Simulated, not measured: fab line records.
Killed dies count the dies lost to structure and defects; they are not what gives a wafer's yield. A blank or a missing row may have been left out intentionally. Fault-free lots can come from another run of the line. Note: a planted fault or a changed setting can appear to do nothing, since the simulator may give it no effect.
Which of the tools did it? | flow sky130 | 11 lots with 33 wafers sampled at 5 steps, on a route of 708 steps

== WHAT EACH GAUGE READ, for each wafer ==
SKY_FIELD_ISO_BOW_MEAS_00. Usual: INCOMING_BOW gives 0 um (standard deviation 6.6).
lot  | measured    | on           | INCOMING_BOW (um) | flag
L552 | day 1 10:02 | filmMetro-03 | -8 -3 3           | 
L558 | day 2 16:01 | filmMetro-02 | -3 -1 -7          | 
L561 | day 3 07:00 | filmMetro-02 | 9 -9 -5           | 
L563 | day 3 17:01 | filmMetro-03 | 1 4 3             | 
L567 | day 4 13:01 | filmMetro-01 | 5 -1 6            | 
L568 | day 4 18:00 | filmMetro-02 | 18 5 4            | 
L569 | day 4 23:00 | filmMetro-02 | -11 9 2           | 
L570 | day 5 04:01 | filmMetro-01 | 4 2 -10           | 
L572 | day 5 14:01 | filmMetro-01 | -3 -7 -9          | 
L573 | day 5 19:00 | filmMetro-01 | 3 -9 -2           | 
L575 | day 6 05:01 | filmMetro-03 | -6 8 3            | 

SKY_VT_ADJUST_NCORE_TW_MEAS_11. Usual: VT_ADJUST_NCORE_TW gives 219.3 (standard deviation 1.6).
lot  | measured     | on           | VT_ADJUST_NCORE_TW | flag
L552 | day 8 09:05  | filmMetro-02 | 217.4 217.6 216.7  | 
L558 | day 10 01:30 | filmMetro-02 | 216.6 216.6 218.2  | 
L561 | day 11 10:10 | filmMetro-01 | 217.1 217.1 217.3  | 
L563 | day 11 21:12 | filmMetro-03 | 220.8 223.0 221.4  | 
L567 | day 12 22:29 | filmMetro-02 | 225.6 222.9 223.0  | 
L568 | day 13 02:08 | filmMetro-02 | 218.4 219.3 219.3  | 
L569 | day 13 10:38 | filmMetro-01 | 222.6 224.0 223.3  | 
L570 | day 13 14:56 | filmMetro-01 | 219.6 218.9 218.9  | 
L572 | day 14 12:15 | filmMetro-01 | 218.2 218.6 217.7  | 
L573 | day 14 20:08 | filmMetro-03 | 220.3 220.4 219.3  | 
L575 | day 15 06:50 | filmMetro-02 | 220.0 219.7 219.8  | 

== WHICH TOOL RAN EACH LOT (tool, then ch and the chambers of the sampled wafers, then the start) ==
lot  | SKY_FIELD_ISO_ETCH_15            | SKY_NWELL_STRIP_25                  | SKY_VT_ADJUST_NCORE_IMPLANT_09
L552 | rieDiel-03 ch 0,2,3, day 2 03:57 | plasmaAsher-01 ch 0,1, day 5 04:41  | implanter-04 ch 0, day 8 08:52
L558 | rieDiel-03 ch 0,2,3, day 3 12:03 | plasmaAsher-03 ch 0, day 6 15:54    | implanter-04 ch 0, day 10 01:16
L561 | rieDiel-02 ch 0,1,2, day 4 04:32 | plasmaAsher-01 ch 0,1, day 7 18:54  | implanter-02 ch 0, day 11 09:55
L563 | rieDiel-01 ch 0,1,2, day 4 13:59 | plasmaAsher-03 ch 0,1, day 8 04:22  | implanter-02 ch 0, day 11 20:58
L567 | rieDiel-02 ch 0,3, day 5 10:56   | plasmaAsher-01 ch 0,1, day 9 00:54  | implanter-02 ch 0, day 12 22:15
L568 | rieDiel-02 ch 1,2,3, day 5 16:32 | plasmaAsher-02 ch 0,1, day 9 05:33  | implanter-04 ch 0, day 13 01:53
L569 | rieDiel-02 ch 1,2, day 5 21:47   | plasmaAsher-01 ch 0,1, day 9 13:51  | implanter-02 ch 0, day 13 10:23
L570 | rieDiel-02 ch 2,3, day 6 03:09   | plasmaAsher-02 ch 0,1, day 9 18:27  | implanter-03 ch 0, day 13 14:42
L572 | rieDiel-03 ch 1,2, day 6 12:30   | plasmaAsher-03 ch 0,1, day 10 10:21 | implanter-03 ch 0, day 14 12:01
L573 | rieDiel-01 ch 1,2,3, day 6 18:18 | plasmaAsher-02 ch 0,1, day 10 17:22 | implanter-03 ch 0, day 14 19:53
L575 | rieDiel-01 ch 0,3, day 7 05:15   | plasmaAsher-03 ch 0,1, day 11 02:36 | implanter-03 ch 0, day 15 06:36
- SKY_FIELD_ISO_ETCH_15: etches the open film in CHF3/O2, stops on Si, target depth 180 nm, time 72 s.
- SKY_NWELL_STRIP_25: strips in O2/N2.
- SKY_VT_ADJUST_NCORE_IMPLANT_09

== AS READ BY THE TOOLS THEMSELVES (means over the sampled wafers that have a number; for cases with no such wafer, the mark the record gives instead) ==
SKY_FIELD_ISO_ETCH_15. Usual: chf3FlowSccm 50.01 sccm, standard deviation 0.16; drypumpMotorCurrentA 5.8 A, standard deviation 0.42; oesProductAu 0.947 a.u., standard deviation 0.0069; throttleValvePct 8.846 %, standard deviation 0.0096.
lot  | tool       | chf3FlowSccm (sccm) | drypumpMotorCurrentA (A) | oesProductAu (a.u.) | throttleValvePct (%) | flag
L552 | rieDiel-03 | 50.03               | 6.2                      | 0.952               | 8.842                | 
L558 | rieDiel-03 | 49.86               | 6.2                      | 0.957               | 8.851                | 
L561 | rieDiel-02 | 49.98               | 5.9                      | 0.949               | 8.852                | 
L563 | rieDiel-01 | 49.94               | 5.7                      | 0.937               | 8.846                | 
L567 | rieDiel-02 | 50.05               | 5.6                      | 0.946               | 8.853                | 
L568 | rieDiel-02 | 49.88               | 5.9                      | 0.951               | 8.845                | 
L569 | rieDiel-02 | 50.08               | 6.1                      | 0.946               | 8.846                | 
L570 | rieDiel-02 | 49.95               | 5.8                      | 0.944               | 8.836                | 
L572 | rieDiel-03 | 49.97               | 6.0                      | 0.947               | 8.843                | 
L573 | rieDiel-01 | 49.91               | 5.3                      | 0.952               | 8.849                | 
L575 | rieDiel-01 | 49.92               | 5.4                      | 0.942               | 8.841                | 

SKY_NWELL_STRIP_25. Usual: drypumpMotorCurrentA 5.7 A, standard deviation 0.39; oesProductAu 0.723 a.u., standard deviation 0.0045; stripTimeToEndpointS 36.88 s, standard deviation 0.13.
lot  | tool           | drypumpMotorCurrentA (A) | oesProductAu (a.u.) | stripTimeToEndpointS (s) | flag
L552 | plasmaAsher-01 | 5.5                      | 0.728               | 37.02                    | 
L558 | plasmaAsher-03 | 6.0                      | 0.722               | 36.85                    | 
L561 | plasmaAsher-01 | 5.5                      | 0.722               | 37.07                    | 
L563 | plasmaAsher-03 | 6.0                      | 0.716               | 36.90                    | 
L567 | plasmaAsher-01 | 5.5                      | 0.718               | 36.96                    | 
L568 | plasmaAsher-02 | 6.1                      | 0.726               | 36.78                    | 
L569 | plasmaAsher-01 | 5.5                      | 0.724               | 36.75                    | 
L570 | plasmaAsher-02 | 5.6                      | 0.723               | 36.81                    | 
L572 | plasmaAsher-03 | 6.0                      | 0.724               | 36.82                    | 
L573 | plasmaAsher-02 | 5.6                      | 0.723               | 36.91                    | 
L575 | plasmaAsher-03 | 6.0                      | 0.723               | 36.66                    | 

SKY_VT_ADJUST_NCORE_IMPLANT_09. Usual: beamOnS 10.02 s, standard deviation 0.19; endStationPressureTorr 5.01e-06 Torr, standard deviation 2.5e-07; faradayCurrentUA 13.50, standard deviation 0.25.
lot  | tool         | beamOnS (s) | endStationPressureTorr (Torr) | faradayCurrentUA | flag
L552 | implanter-04 | 9.99        | 4.90e-06                      | 13.51            | 
L558 | implanter-04 | 10.01       | 4.96e-06                      | 13.52            | 
L561 | implanter-02 | 9.74        | 5.00e-06                      | 13.86            | 
L563 | implanter-02 | 10.01       | 5.14e-06                      | 13.54            | 
L567 | implanter-02 | 10.80       | 6.15e-05                      | 12.07            | OFF
L568 | implanter-04 | 9.98        | 5.27e-06                      | 13.56            | 
L569 | implanter-02 | 10.70       | 6.24e-05                      | 12.15            | OFF
L570 | implanter-03 | 9.99        | 5.17e-06                      | 13.52            | 
L572 | implanter-03 | 10.15       | 4.81e-06                      | 13.35            | 
L573 | implanter-03 | 10.23       | 4.90e-06                      | 13.23            | 
L575 | implanter-03 | 10.03       | 4.77e-06                      | 13.48            | 

== THE ANSWER, worked out from the rows above alone ==
Rule: a lot is off if the mean of its wafers that have a number lies more than 3 standard deviations from the usual mean. Also off: a lot with no number at a reading for which 4 or more lots have one. The other lots that the step has rows for count as sound. Order of review: gauges by route order, followed by the tools' own readings, for which a lot's mean as printed above is used. The first step at which some lot is off is used, and at that step the reading that is off furthest; a lot without a number counts as furthest.
Off: L567, L569 (SKY_VT_ADJUST_NCORE_IMPLANT_09, endStationPressureTorr).
A tool fits if, at that step or a process step before it, it ran every lot that is off, and no sound lot after the first of them. This does not decide it: 2 tools fit, namely plasmaAsher-01 at SKY_NWELL_STRIP_25 and implanter-02 at SKY_VT_ADJUST_NCORE_IMPLANT_09.

== WHAT THE SIMULATOR HAD PUT IN ==
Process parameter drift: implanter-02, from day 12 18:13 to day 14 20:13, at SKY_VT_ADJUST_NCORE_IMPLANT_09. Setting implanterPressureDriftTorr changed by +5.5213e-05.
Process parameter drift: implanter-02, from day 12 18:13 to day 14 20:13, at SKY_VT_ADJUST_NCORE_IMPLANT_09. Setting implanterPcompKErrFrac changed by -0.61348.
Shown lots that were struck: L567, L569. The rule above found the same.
